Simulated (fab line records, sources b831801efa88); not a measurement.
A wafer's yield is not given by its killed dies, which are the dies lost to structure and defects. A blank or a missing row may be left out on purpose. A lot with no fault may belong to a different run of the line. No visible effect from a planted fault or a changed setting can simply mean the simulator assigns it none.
8D (eight disciplines) problem report, filled in by code | flow gf180mcu | the parts of the form that need people (team, actions taken, sign-off) are left out

== 1. THE PROBLEM ==
At GF_M4_CD_MEAS_14, cd_nm averages 295.6 nm over 6 wafers from 2 lots, while fault-free wafers read 280.1 nm, standard deviation 1. That is +15 standard deviations from the usual mean.
The step: target cd 280 nm.
Seen first at day 28 21:25 on cd_sem-01, wafer L304.2. At this step, 36 wafers from 12 lots have a number in the record. The rule behind "out" and "out of limits": a value lying over 4 standard deviations away from the usual mean. All remaining wafers that have a number are taken as sound.

== 2. WHAT THIS IS AND IS NOT ==
question                    | is                     | is not
which readings at this step | cd_nm                  | -
which lots                  | L304, L305             | L288, L289, L290, L292, L293, L294, L299, L307, L309, L310
which wafers of those lots  | all that have a number | -
read on which gauges        | cd_sem-01              | cd_sem-02
when                        | from day 28 21:25      | up to then (21 sound wafers); but 9 sound wafers of L307, L309, L310 came after

== 3. THE SUSPECTS, EACH WITH WHAT RULES IT OUT ==
Counting: a tool at any process step up to the reading remains a suspect when it ran all the lots that are out and ran no sound lot after the first of those.
- the gauge at GF_M4_CD_MEAS_14 is ruled out. All the wafers that are out were read on cd_sem-01, but those of them that GF_M4_SOFTBAKE_10 has rows for are out there too, on other tools.
- pvd_sputter-01 at GF_M2_SPUTTER_03 (material Ti, target thk 10 nm, time 6.7 s): ruled out as a lasting fault. Following L304 (day 24 08:00), the first lot on it that is out, the sound lots L309, L310 were run on it.
- pvd_sputter-02 at GF_V2_SPUTTER_22 (material TiN, target thk 10 nm, time 40 s): ruled out as a lasting fault. Following L304 (day 26 04:59), the first lot on it that is out, the sound lots L309 were run on it.
- litho_track-03 at GF_M4_SOFTBAKE_10 (time 60 s): kept. It ran every lot that is out, first L304 (day 28 11:56), and no sound lot after that; its last sound lot up to then is L293 (day 25 10:37). On those wafers its own readings are out: heater_power_total_W, plate_temp_C.
The count leaves litho_track-03 at GF_M4_SOFTBAKE_10.

== 4. THE CAUSE (what the simulator had put in) ==
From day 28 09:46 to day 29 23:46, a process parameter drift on litho_track-03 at GF_M4_SOFTBAKE_10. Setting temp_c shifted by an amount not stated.
Counting left only this tool.

== 5. SEQUENCE OF EFFECTS, ordered by route ==
Rows list readings where the struck wafers' mean (over those with a number) sits beyond 3 standard deviations from the usual. Only readings whose record carries a usual standard deviation are examined. hours: median over the lots of the time between each lot's start at the first step of this table that gives one and its start at this step. sigmas: the change, counted in usual standard deviations.
hours | step              | reading              | usual    | on struck wafers | change | sigmas
0     | GF_M4_SOFTBAKE_10 | heater_power_total_W | 93.05 W  | 86.74            | -6.31  | -99 or more
0     | GF_M4_SOFTBAKE_10 | plate_temp_C         | 130.00 C | 123.27           | -6.73  | -45
9     | GF_M4_CD_MEAS_14  | cd_nm                | 280.1 nm | 295.6            | +15.5  | +15
Process steps it contains:
- GF_M4_SOFTBAKE_10: time 60 s.

== 6. WHAT WOULD HAVE CAUGHT IT SOONER ==
Counted from the fault's start at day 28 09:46, it took 12 hours until the first out-of-limits reading at a measuring or inspecting step in this record, taken at day 28 21:25.
The tool's own readings at GF_M4_SOFTBAKE_10 were out on every struck wafer that the step has a row for (heater_power_total_W, plate_temp_C): an alarm limit on them would have fired on the first of those.
Lots out: 2; all had begun GF_M4_SOFTBAKE_10 on litho_track-03 by day 28 21:25. A hold on the tool at that time would have spared none of them.
